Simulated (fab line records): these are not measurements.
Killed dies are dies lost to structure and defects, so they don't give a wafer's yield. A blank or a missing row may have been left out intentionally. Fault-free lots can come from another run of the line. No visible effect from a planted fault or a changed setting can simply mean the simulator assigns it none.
A struck lot beside a sound one / flow sky130 / 44 steps out of a route of 708
Sound: wafers L380.1, L380.2, L380.5. Struck: wafer L387.4 (left out: L387.5, L387.6 of the same lot, which were not struck); the cause appears at the end.
Order at every step that has rows: each side's tool, ch and its chambers, its first start. Under that, the readings that differ: sound wafers / struck wafers / difference of the means / sigmas: that difference in standard deviations of wafers without a fault.
alike: readings whose means differ by less than 2 such deviations, and words and numbers that are the same on both sides. not compared: withheld readings, readings that some wafer has no value for, bounds like >300 that may hide the same value, and numbers for which the record gives no deviation and whose values overlap.
The two part at a step that has a row with sigmas, a row that says differs or no value, or rows on one side only. When numbers do not overlap yet have no deviation, they are printed without sigmas and do not part them. A reading that every wafer of one side lacks parts them only if that side has two wafers or more.

first, 2 steps without rows for these wafers: SKY_VIA2_SPUTTER_20 (material TiN, target thk 20 nm, time 80 s); SKY_VIA2_CVD_21 (deposits W, target thk 420 nm, time 126.4 s).
SKY_VIA2_RS_MEAS_22: measures by four-point-probe.
  sound on filmMetro-02 at day 37 00:52; struck on filmMetro-02 at day 39 01:59
  alike: VIA2_W_RS
SKY_VIA2_THK_MEAS_23: measures by xrf.
  sound on filmMetro-02 at day 37 00:59; struck on filmMetro-02 at day 39 02:04
  alike: VIA2_W_THK
then, 1 step without rows for these wafers: SKY_VIA2_CMP_24 (polishes, stops on SiO2, t overpolish 20 s, target thk 0 nm).
SKY_METAL3_SPUTTER_00: material Ti, target thk 15 nm, time 10 s.
  sound on pvdSputter-04 at day 37 01:21; struck on pvdSputter-04 at day 39 02:24
  alike: throttleValvePct
then, 1 step without rows for these wafers: SKY_METAL3_SPUTTER_01 (material TiN, target thk 20 nm, time 16.7 s).
SKY_METAL3_SPUTTER_02: material AlCu, target thk 735 nm, time 39.1 s.
  sound on pvdSputter-04 at day 37 01:24; struck on pvdSputter-04 at day 39 02:27
  alike: throttleValvePct
then, 1 step without rows for these wafers: SKY_METAL3_SPUTTER_03 (material Ti, target thk 5 nm, time 3.3 s).
SKY_METAL3_SPUTTER_04: material TiN, target thk 70 nm, time 58.3 s.
  sound on pvdSputter-04 at day 37 01:27; struck on pvdSputter-04 at day 39 02:31
  alike: throttleValvePct
then, 1 step without rows for these wafers: SKY_CAPM_CVD_00 (deposits SiO2, target thk 15.5 nm).
SKY_CAPM_THK_MEAS_01:
  sound on filmMetro-02 at day 37 01:31; struck on filmMetro-04 at day 39 02:37
reading=CAPM_CVD_00_THK (nm); sound=14.90 15.12 15.47; struck=15.75; difference=+0.59; sigmas=+3
SKY_CAPM_SPUTTER_02: material TiN, target thk 200 nm, time 166.7 s.
  sound on pvdSputter-02 at day 37 01:35; struck on pvdSputter-02 at day 39 02:38
reading=model.TiN_of_CAPM_SPUTTER_02.thkNm (nm); sound=201.8 198.6 202; struck=207.7; difference=+6.9; sigmas=
  alike: throttleValvePct
SKY_CAPM_RS_MEAS_03: measures by four-point-probe.
  sound on filmMetro-03 at day 37 01:41; struck on filmMetro-03 at day 39 02:49
reading=CAPM_TIN_RS (ohm/sq); sound=6.83 6.95 6.83; struck=6.64; difference=-0.23; sigmas=-3
SKY_CAPM_THK_MEAS_04: measures by xrf.
  sound on filmMetro-03 at day 37 01:49; struck on filmMetro-03 at day 39 02:54
reading=CAPM_TIN_THK (nm); sound=205.1 201.1 204.4; struck=212.0; difference=+8.5; sigmas=+3
then, 7 steps without rows for these wafers: SKY_CAPM_DEHYDRATE_05 (time 60 s); SKY_CAPM_HMDS_06 (prime time 60 s); SKY_CAPM_COAT_07 (resist thk 1140 nm); SKY_CAPM_SOFTBAKE_08 (time 60 s); SKY_CAPM_EXPOSE_09 (exposes mask CAPM, target cd 1000 nm); SKY_CAPM_PEB_10; SKY_CAPM_DEVELOP_11 (develop time 60 s).
SKY_CAPM_OVL_MEAS_12:
  sound on overlay-02 at day 38 03:11; struck on overlay-01 at day 40 02:37
  alike: CAPM_OVL
SKY_CAPM_METAL_ETCH_13: etches TiN in Cl2/BCl3, stops on SiO2, target depth 220 nm, time 62.9 s.
  sound on rieMetal-02 ch 0, day 38 03:13; struck on rieMetal-02 ch 1, day 40 02:40
reading=oesProductAu (a.u.); sound=0.944 0.938 0.944; struck=0.963; difference=+0.021; sigmas=+3
reading=throttleValvePct (%); sound=21.906 21.897 21.890; struck=21.879; difference=-0.019; sigmas=-2
reading=model.CAPM.featureDepthNm (nm); sound=201.8 198.6 202; struck=207.7; difference=+6.9; sigmas=
reading=model.etch.depthNm (nm); sound=201.8 198.6 202; struck=207.7; difference=+6.9; sigmas=
  alike: drypumpMotorCurrentA
  not compared: rfHoursCounterH
then, 12 steps without rows for these wafers: SKY_CAPM_STRIP_14 (strips in O2/N2); SKY_CAPM_STRIP_15 (strips in post etch residue remover, time 1200 s); SKY_CAPM_CLEAN_16 (cleans in IPA, time 180 s); SKY_CAPM_CLEAN_17 (cleans in O3/DIW); SKY_METAL3_DEHYDRATE_05 (time 60 s); SKY_METAL3_HMDS_06 (prime time 60 s); SKY_METAL3_COAT_07 (resist thk 60 nm); SKY_METAL3_COAT_08 (resist thk 1140 nm); SKY_METAL3_SOFTBAKE_09 (time 90 s); SKY_METAL3_EXPOSE_10 (exposes mask MM3, target cd 300 nm); SKY_METAL3_PEB_11; SKY_METAL3_DEVELOP_12 (develop time 60 s).
SKY_METAL3_CD_MEAS_13: target cd 300 nm.
  sound on cdSem-01 at day 39 04:26; struck on cdSem-01 at day 41 03:12
  alike: cdNm
SKY_METAL3_OVL_MEAS_14:
  sound on overlay-02 at day 39 04:34; struck on overlay-01 at day 41 03:17
  alike: METAL3_OVL
SKY_METAL3_DESCUM_15: chemistry O2, time 8 s.
  sound on rieMetal-02 ch 0,1, day 39 04:36; struck on rieMetal-04 ch 0, day 41 03:19
  alike: drypumpMotorCurrentA, oesProductAu
  not compared: rfHoursCounterH
SKY_METAL3_ETCH_16: etches BARC in N2/H2, stops on SiO2, time 88.2 s, target depth 60 nm.
  sound on rieMetal-02 ch 0,1, day 39 04:38; struck on rieMetal-04 ch 0, day 41 03:22
  alike: drypumpMotorCurrentA, n2FlowSccm, oesProductAu, throttleValvePct
  not compared: rfHoursCounterH
then, 2 steps without rows for these wafers: SKY_METAL3_ETCH_17 (etches SiO2 in C4F8/O2/Ar, stops on TiN, time 3.9 s, target depth 15 nm); SKY_METAL3_METAL_ETCH_18 (etches the open film in Cl2/BCl3, stops on SiO2, target depth 845 nm, time 183.1 s).
SKY_METAL3_STRIP_20: strips in post etch residue remover, time 1200 s.
  sound on wetBench-02 ch 0, day 39 05:01; struck on wetBench-03 ch 3, day 41 03:43
reading=model.TiN_of_CAPM_SPUTTER_02.thkNm (nm); sound=200.9 197.8 201.2; struck=206.8; difference=+6.8; sigmas=
-- the record jumps here: 7 days lie between the struck wafers' starts before and after (it left off in module METAL3 and takes up again in module PAD_OPEN, whose first step shown is number 708 of the route) --
SKY_PAD_OPEN_PROBE_99:
  sound on prober-02 at day 46 08:50; struck on prober-02 at day 47 23:34
reading=model.etest.capMim.plateOhmSq; sound=6.018 6.051 5.972; struck=5.805; difference=-0.209; sigmas=
  alike: defectLimitedYield, killed_at_M0_to_M3, killed_at_M4_up, killedAtContacts, killedAtFrontEnd, killedDies, killedOpen, killedShort, sort_bin_3_pad_short, sort_bin_5_function, sort_bin_6_memory, sortNPass, sortYieldPct

## WHERE THEY PART
First at SKY_CAPM_THK_MEAS_01; last, within this record, at SKY_CAPM_METAL_ETCH_13. Later steps at which nothing parts them and some readings are alike: SKY_METAL3_CD_MEAS_13, SKY_METAL3_OVL_MEAS_14, SKY_METAL3_DESCUM_15, SKY_METAL3_ETCH_16, SKY_PAD_OPEN_PROBE_99.

WHY: whatever the simulator had introduced
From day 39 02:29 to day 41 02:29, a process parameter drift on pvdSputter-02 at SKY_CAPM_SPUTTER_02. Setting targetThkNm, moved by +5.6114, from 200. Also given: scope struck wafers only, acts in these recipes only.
